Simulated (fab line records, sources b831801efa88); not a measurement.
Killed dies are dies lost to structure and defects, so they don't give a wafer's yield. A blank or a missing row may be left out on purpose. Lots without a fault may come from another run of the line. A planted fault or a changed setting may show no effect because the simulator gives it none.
Split-lot experiment | flow sfq_line | 5 lots, 23 wafers read, on a route of 325 steps

THE SPLIT
At SFQ_TRILAYER_I1_VIA_LITHO_COAT_049 (resist thk 650 nm), the setting spin_rpm was moved away from the recipe's 3000 rpm on 5 of the 23 wafers read, by -2.4% to +5.4%. The other wafers ran this setting at the recipe's value.

The file shows no step between the split and the reading.

THE READING
KrF_of_TRILAYER_I1_VIA_LITHO_COAT_049.thk_nm (the simulator's own value, which no gauge read), in nm, at SFQ_TRILAYER_I1_VIA_ETCH_VIA_ETCH_052 (etches SiO2 in CHF3, stops on Nb, target depth 260 nm). The file gives no usual value for it. The 18 wafers here that ran the recipe average 529.0 nm, standard deviation 2.2 nm.

wafer  | tool, chamber at the split | spin_rpm as run, rpm | against the recipe | KrF_of_TRILAYER_I1_VIA_LITHO_COAT_049.thk_nm, nm | against lot-mates on the recipe
L074.1 | litho_track-01, 0          | 3000                 | recipe             | 528.1                                            | -
L074.4 | litho_track-01, 0          | 3000                 | recipe             | 527.4                                            | -
L074.6 | litho_track-01, 0          | 3000                 | recipe             | 527.8                                            | -
L077.1 | litho_track-03, 0          | 3000                 | recipe             | 528.6                                            | -
L077.5 | litho_track-03, 0          | 3000                 | recipe             | 528.6                                            | -
L077.2 | litho_track-03, 0          | 3000                 | recipe             | 529.1                                            | -
L077.4 | litho_track-03, 0          | 3000                 | recipe             | 530.1                                            | -
L077.6 | litho_track-03, 0          | 3000                 | recipe             | 529.8                                            | -
L080.1 | litho_track-03, 0          | 3000                 | recipe             | 531.2                                            | -
L080.2 | litho_track-03, 0          | 3162                 | +5.4%              | 516.5                                            | -15.8
L080.3 | litho_track-03, 0          | 3162                 | +5.4%              | 515.7                                            | -16.6
L080.5 | litho_track-03, 0          | 3000                 | recipe             | 533.4                                            | -
L080.6 | litho_track-03, 0          | 3162                 | +5.4%              | 515                                              | -17.3
L081.2 | litho_track-03, 0          | 3000                 | recipe             | 532                                              | -
L081.3 | litho_track-03, 0          | 3000                 | recipe             | 531.7                                            | -
L081.4 | litho_track-03, 0          | 3000                 | recipe             | 527.6                                            | -
L081.5 | litho_track-03, 0          | 3000                 | recipe             | 528.5                                            | -
L081.6 | litho_track-03, 0          | 3000                 | recipe             | 528.8                                            | -
L083.1 | litho_track-01, 0          | 3000                 | recipe             | 523.9                                            | -
L083.2 | litho_track-01, 0          | 3000                 | recipe             | 528.1                                            | -
L083.3 | litho_track-01, 0          | 2928                 | -2.4%              | 533.5                                            | +7.4
L083.4 | litho_track-01, 0          | 3000                 | recipe             | 526.4                                            | -
L083.6 | litho_track-01, 0          | 2928                 | -2.4%              | 532.3                                            | +6.2

THE FIT
A straight line over all 23 wafers: KrF_of_TRILAYER_I1_VIA_LITHO_COAT_049.thk_nm changes by -2.33 nm for each +1% of spin_rpm; r = -0.92; the points scatter about the line by 2.1 nm.
The same after taking each lot's own level away (the mean of its wafers on the recipe; 23 wafers): -3.03 nm for each +1%; r = -0.98; scatter 1.2 nm.
On that fit, the largest move of spin_rpm shifts the reading by 16 nm.
The lots' own levels span 526.13 to 532.30 nm, that is 2.9 times the standard deviation above.
So the lot-to-lot level changes the slope: the two fits differ.
Check: with one of the wafers moved furthest among these (+5.4%) left out of the fit, the line predicts -16.7 nm for it against its lot-mates. It came out at -15.8 nm against them.

OTHER SPLITS ON THESE WAFERS
These wafers also went through other splits before the reading. Each is held against what the fit with the lots' levels taken away leaves over:
other split on the same wafers                   | wafers away from the commonest value | r with KrF_of_TRILAYER_I1_VIA_LITHO_COAT_049.thk_nm (lot level and that fit taken away)
SFQ_TRILAYER_L0_VIA_LITHO_COAT_018 resist_thk_nm | 7                                    | +0.20
SFQ_TRILAYER_I0_CMP_CMP_028 leave_above_ref_nm   | 9                                    | -0.05
SFQ_TRILAYER_I0_VIA_LITHO_COAT_036 spin_rpm      | 7                                    | +0.20
SFQ_TRILAYER_I0_VIA_ETCH_VIA_ETCH_034 source_w   | 6                                    | -0.35
SFQ_TRILAYER_M1_DEP_SPUTTER_037 time_s           | 11                                   | -0.08

THE WHOLE CHAIN: every reading that the file lists as answering this split, in the file's order
step                                  | what it does                                          | reading                                                                                       | change (the file's fit)              | r (the file's)
SFQ_TRILAYER_I1_VIA_LITHO_COAT_049    | resist thk 650 nm                                     | KrF_of_TRILAYER_I1_VIA_LITHO_COAT_049.thk_nm (the simulator's own value, which no gauge read) | -3.14 nm for each +1% of the setting | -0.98
SFQ_TRILAYER_I1_VIA_ETCH_VIA_ETCH_052 | etches SiO2 in CHF3, stops on Nb, target depth 260 nm | KrF_of_TRILAYER_I1_VIA_LITHO_COAT_049.thk_nm (the simulator's own value, which no gauge read) | -3.03 nm for each +1% of the setting | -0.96

THE FILE'S OWN FIT
KrF_of_TRILAYER_I1_VIA_LITHO_COAT_049.thk_nm changes by -3.03 nm for each +1% of spin_rpm, r = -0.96.
